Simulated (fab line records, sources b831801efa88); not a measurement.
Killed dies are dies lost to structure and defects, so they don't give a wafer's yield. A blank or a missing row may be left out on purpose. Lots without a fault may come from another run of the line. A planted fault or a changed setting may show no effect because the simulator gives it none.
fab line records | flow sky130
record lots=13 wafers=39 last_day=50
route steps=708 shown POLY_GATE@224 SD_N@349 LI_CONTACT@363 PAD_OPEN@708
lots that met no fault: from a run of the same line without faults
start_h: hours from the record's first day to the start of the lot's first wafer shown | wait_h: hours since the lot's step before | " the same as in the row above | L1.1+2: a row that stands for several wafers | - no value, or no start given | * or withheld: withheld | < > ~ a bound
route shown NAME@n: a module of which the file shows steps, and the number in the route of the first | usual: mean/standard deviation of fault-free wafers | same: alike in all rows | chamber/n: place in a boat | sites: the reading at each site | _std_site: their standard deviation | _edge_site: outer sites' mean less inner sites' | radius_mm: how far each site lies from the wafer's centre | mask NAME#n: copy n | behind: the tool/chamber that last shaped the wafer | hold: why the lot was held/for how many hours/how that ended | device: the transistor (n, p or np) that didn't switch | end of line: the same wafers' tests at the end of the route | a step without rows: its recipe alone | killed: dies lost to structure and defects at the first sort, not the wafer's yield | map: a wafer's dies, x killed, . not, _ none there
set.NAME: the setting as run; set.NAME@STEP: as run at that earlier step | model.NAME: the simulator's own value behind a step, which no gauge read
steps of the route over a sample of lots; a table a step, a row a wafer
services: from which hour (start_h, from the record's first day; less than 0 if before it) a tool's chamber was out of use, for how many hours, and why
## steps
# step SKY_POLY_GATE_EXPOSE_10
# recipe mask_id=P1M na=0.68 source_shape=conventional sigma_outer=0.6 target_cd_nm=150 dose_mj=28
# columns lot.wafer tool chamber start_h wait_h mask
L543.1+2+6 krf_scanner-01 0 363.98 - P1M#0
L545.1+3+5 krf_scanner-02 0 366.17 - P1M#0
L548.1+2+3 krf_scanner-01 0 389.49 - P1M_R1#0
L550.2+4+5 krf_scanner-02 0 407.91 - P1M#0
L554.1+3+6 krf_scanner-01 0 442.88 - P1M#0
L557.2+4+5 krf_scanner-01 0 477.46 - P1M#0
L558.2+3+5 krf_scanner-02 0 483.46 - P1M#0
L559.4+5+6 krf_scanner-01 0 493.81 - P1M#0
L560.2+3+6 krf_scanner-01 0 502.34 - P1M#0
L563.1+3+6 krf_scanner-02 0 519.62 - P1M#0
L564.1+5+6 krf_scanner-01 0 531.69 - P1M#0
L565.2+4+6 krf_scanner-02 0 543.91 - P1M#0
L566.3+4+5 krf_scanner-01 0 563.78 - P1M#0
# step SKY_POLY_GATE_CD_MEAS_13
# recipe target_cd_nm=150
# usual cd_nm=150.1/1.1
# columns lot.wafer tool chamber start_h wait_h hold cd_nm
L543.1 cd_sem-02 - 378.32 - - 150.6
L543.2 " - " " - 150.5
L543.6 " - " " - 151.2
L545.1 cd_sem-02 - 380.18 - - 148.3
L545.3 " - " " - 149.2
L545.5 " - " " - 149.9
L548.1 cd_sem-02 - 404.27 - await_dispo/0.2h/release 161.5
L548.2 " - " " await_dispo/0.2h/release 162.9
L548.3 " - " " await_dispo/0.2h/release 162.1
L548.1 cd_sem-02 - 404.69 0.4 - 161.4
L548.2 " - " " - 162.5
L548.3 " - " " - 162.0
L550.2 cd_sem-01 - 421.85 - - 150.4
L550.4 " - " " - 149.4
L550.5 " - " " - 150.0
L554.1 cd_sem-01 - 458.07 - - 149.5
L554.3 " - " " - 149.5
L554.6 " - " " - 148.7
L557.2 cd_sem-01 - 492.29 - - 150.3
L557.4 " - " " - 151.1
L557.5 " - " " - 150.2
L558.2 cd_sem-02 - 499.03 - - 149.8
L558.3 " - " " - 148.6
L558.5 " - " " - 148.3
L559.4 cd_sem-02 - 508.97 - - 150.3
L559.5 " - " " - 150.8
L559.6 " - " " - 148.4
L560.2 cd_sem-01 - 517.58 - - 151.8
L560.3 " - " " - 150.8
L560.6 " - " " - 151.3
L563.1 cd_sem-02 - 534.87 - - 150.9
L563.3 " - " " - 150.3
L563.6 " - " " - 151.2
L564.1 cd_sem-02 - 545.77 - - 150.3
L564.5 " - " " - 152.0
L564.6 " - " " - 150.8
L565.2 cd_sem-02 - 558.48 - - 149.3
L565.4 " - " " - 149.0
L565.6 " - " " - 151.1
L566.3 cd_sem-02 - 578.21 - - 151.3
L566.4 " - " " - 151.7
L566.5 " - " " - 153.3
# step SKY_SD_N_CD_MEAS_07
# recipe target_cd_nm=380
# usual cd_nm=380.5/3
# columns lot.wafer tool chamber start_h wait_h cd_nm
L543.1 cd_sem-02 - 651.20 0.1 385.4
L543.2 " - " " 384.6
L543.6 " - " " 384.4
L545.1 cd_sem-01 - 658.85 0.1 382.5
L545.3 " - " " 380.3
L545.5 " - " " 379.6
L548.1 cd_sem-01 - 677.61 0.3 380.8
L548.2 " - " " 379.5
L548.3 " - " " 378.9
L550.2 cd_sem-02 - 707.79 0.1 382.2
L550.4 " - " " 381.6
L550.5 " - " " 382.0
L554.1 cd_sem-01 - 728.10 0.1 383.8
L554.3 " - " " 385.8
L554.6 " - " " 384.4
L557.2 cd_sem-01 - 757.63 0.1 380.1
L557.4 " - " " 379.0
L557.5 " - " " 379.8
L558.2 cd_sem-01 - 763.29 0.1 382.2
L558.3 " - " " 383.5
L558.5 " - " " 384.2
L559.4 cd_sem-01 - 771.48 0.1 380.9
L559.5 " - " " 379.5
L559.6 " - " " 379.3
L560.2 cd_sem-01 - 782.39 0.1 380.5
L560.3 " - " " 379.9
L560.6 " - " " 380.8
L563.1 cd_sem-02 - 795.72 0.1 374.4
L563.3 " - " " 373.6
L563.6 " - " " 374.5
L564.1 cd_sem-02 - 807.22 0.1 383.4
L564.5 " - " " 382.7
L564.6 " - " " 381.6
L565.2 cd_sem-02 - 814.12 0.1 382.7
L565.4 " - " " 383.5
L565.6 " - " " 381.7
L566.3 cd_sem-02 - 831.14 0.1 382.1
L566.4 " - " " 382.7
L566.5 " - " " 382.7
# step SKY_LI_CONTACT_THK_MEAS_01
# recipe reads=PSG_of_LI_CONTACT_HDPCVD_00
# usual LI_CONTACT_HDPCVD_THK=948/9.9
# columns lot.wafer tool chamber start_h wait_h LI_CONTACT_HDPCVD_THK[nm]
L543.1 film_metro-02 - 652.53 0.1 938
L543.2 " - " " 957
L543.6 " - " " 959
L545.1 film_metro-03 - 660.19 0.1 935
L545.3 " - " " 935
L545.5 " - " " 939
L548.1 film_metro-01 - 678.93 0.1 928
L548.2 " - " " 943
L548.3 " - " " 934
L550.2 film_metro-01 - 709.10 0.1 942
L550.4 " - " " 948
L550.5 " - " " 948
L554.1 film_metro-02 - 729.48 0.1 959
L554.3 " - " " 971
L554.6 " - " " 958
L557.2 film_metro-01 - 758.94 0.1 946
L557.4 " - " " 930
L557.5 " - " " 929
L558.2 film_metro-01 - 764.65 0.1 943
L558.3 " - " " 953
L558.5 " - " " 942
L559.4 film_metro-03 - 772.77 0.0 947
L559.5 " - " " 944
L559.6 " - " " 936
L560.2 film_metro-03 - 783.70 0.1 961
L560.3 " - " " 952
L560.6 " - " " 964
L563.1 film_metro-03 - 797.04 0.1 959
L563.3 " - " " 953
L563.6 " - " " 958
L564.1 film_metro-02 - 808.54 0.1 953
L564.5 " - " " 954
L564.6 " - " " 949
L565.2 film_metro-01 - 815.43 0.1 962
L565.4 " - " " 960
L565.6 " - " " 946
L566.3 film_metro-03 - 832.45 0.1 952
L566.4 " - " " 947
L566.5 " - " " 957
# step SKY_LI_CONTACT_BOW_MEAS_03
# recipe mode=bow
# usual LI_CONTACT_BOW=56/6.8
# columns lot.wafer tool chamber start_h wait_h LI_CONTACT_BOW[um]
L543.1 film_metro-03 - 652.89 0.1 47
L543.2 " - " " 49
L543.6 " - " " 57
L545.1 film_metro-02 - 660.55 0.2 58
L545.3 " - " " 57
L545.5 " - " " 57
L548.1 film_metro-01 - 679.29 0.2 45
L548.2 " - " " 66
L548.3 " - " " 62
L550.2 film_metro-01 - 709.47 0.1 49
L550.4 " - " " 68
L550.5 " - " " 41
L554.1 film_metro-03 - 729.84 0.2 51
L554.3 " - " " 62
L554.6 " - " " 53
L557.2 film_metro-01 - 759.31 0.3 63
L557.4 " - " " 58
L557.5 " - " " 59
L558.2 film_metro-03 - 765.02 0.1 60
L558.3 " - " " 61
L558.5 " - " " 65
L559.4 film_metro-03 - 773.16 0.3 61
L559.5 " - " " 64
L559.6 " - " " 63
L560.2 film_metro-03 - 784.07 0.1 50
L560.3 " - " " 52
L560.6 " - " " 42
L563.1 film_metro-02 - 797.40 0.2 58
L563.3 " - " " 42
L563.6 " - " " 61
L564.1 film_metro-02 - 808.90 0.2 48
L564.5 " - " " 56
L564.6 " - " " 56
L565.2 film_metro-03 - 815.80 0.1 55
L565.4 " - " " 66
L565.6 " - " " 54
L566.3 film_metro-02 - 832.83 0.2 50
L566.4 " - " " 61
L566.5 " - " " 49
# step SKY_PAD_OPEN_PROBE_99
# usual killed_at_M0_to_M3=43/7.1 killed_at_M4_up=3.0/1.9 killed_at_contacts=24/5 killed_at_front_end=15/4.3 killed_at_other=0.3/0.5 killed_dies=85/9.6 killed_open=46/7.1 killed_short=39/6.8
# same gross_dies=492 killed_at_back_side=0
# columns lot.wafer tool chamber start_h wait_h killed_at_M0_to_M3 killed_at_M4_up killed_at_contacts killed_at_front_end killed_at_other killed_dies killed_open killed_short
L548.1 prober-01 - 1096.28 0.1 31 1 21 17 0 70 36 34
L548.3 prober-01 - 1096.38 0.2 50 6 23 19 0 98 42 56
# killed by level:class
L548.1 VIA1:geometric_particle:open=9 LI_CONTACT:geometric_particle:open=6 LOCAL_INTERCONNECT:geometric_particle:short=6 VIA3:geometric_particle:short=6 FIELD_ISO:geometric_particle:open=4 POLY_GATE:geometric_particle:short=4 CONTACT:geometric_particle:open=4 LI_CONTACT:geometric_particle:short=3
L548.3 METAL2:geometric_particle:short=9 VIA2:geometric_particle:open=9 FIELD_ISO:geometric_particle:open=7 LI_CONTACT:geometric_particle:short=7 METAL1:geometric_particle:short=6 FIELD_ISO:geometric_particle:short=5 LI_CONTACT:geometric_particle:open=5 VIA3:geometric_particle:open=5
## services
# columns tool chamber start_h hours kind
krf_scanner-01 - 346.91 1.0 pm
krf_scanner-02 - 348.01 0.8 pm
krf_scanner-02 - 368.18 1.3 pm
krf_scanner-02 - 400.97 0.8 pm
krf_scanner-01 - 412.90 0.8 pm
krf_scanner-01 - 439.18 1.3 pm
krf_scanner-02 - 440.33 5.5 repair
krf_scanner-02 - 441.61 4.4 repair
krf_scanner-01 - 454.06 3.6 pm
krf_scanner-02 - 467.62 4.0 pm
krf_scanner-02 - 471.64 11.6 pm
krf_scanner-01 - 484.35 4.0 pm
krf_scanner-02 - 493.19 1.0 pm
krf_scanner-02 - 497.40 0.8 repair
krf_scanner-01 - 515.91 1.0 pm
krf_scanner-02 - 544.08 1.3 pm
krf_scanner-01 - 550.84 2.4 repair
## key
first_sign step=SKY_POLY_GATE_EXPOSE_10 reading=mask direction=changed
effect step=SKY_POLY_GATE_CD_MEAS_13 reading=visit direction=added
effect step=SKY_POLY_GATE_CD_MEAS_13 reading=cd_nm direction=up sigmas=11 usual=150.1 struck=162.2
met_at SKY_POLY_GATE_EXPOSE_10
struck_lots L548
tester_left_out L548
not_acting_at SKY_SD_N_CD_MEAS_07,SKY_LI_CONTACT_THK_MEAS_01,SKY_LI_CONTACT_BOW_MEAS_03
onset_between 363.98 389.49
fault kind=wrong_mask tool=any chamber=- onset_h=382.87 steps=SKY_POLY_GATE_EXPOSE_10 aux_copy=P1M_R1#0 cd_offset_nm=11 scope=struck_lots_only
# tester_left_out: of these lots the tester's yield and bins aren't shown, on N5 and GAA mostly nor the transistor test; their killed dies are dies lost to structure and defects alone, not to doping, threshold or leakage, so they don't give the yield
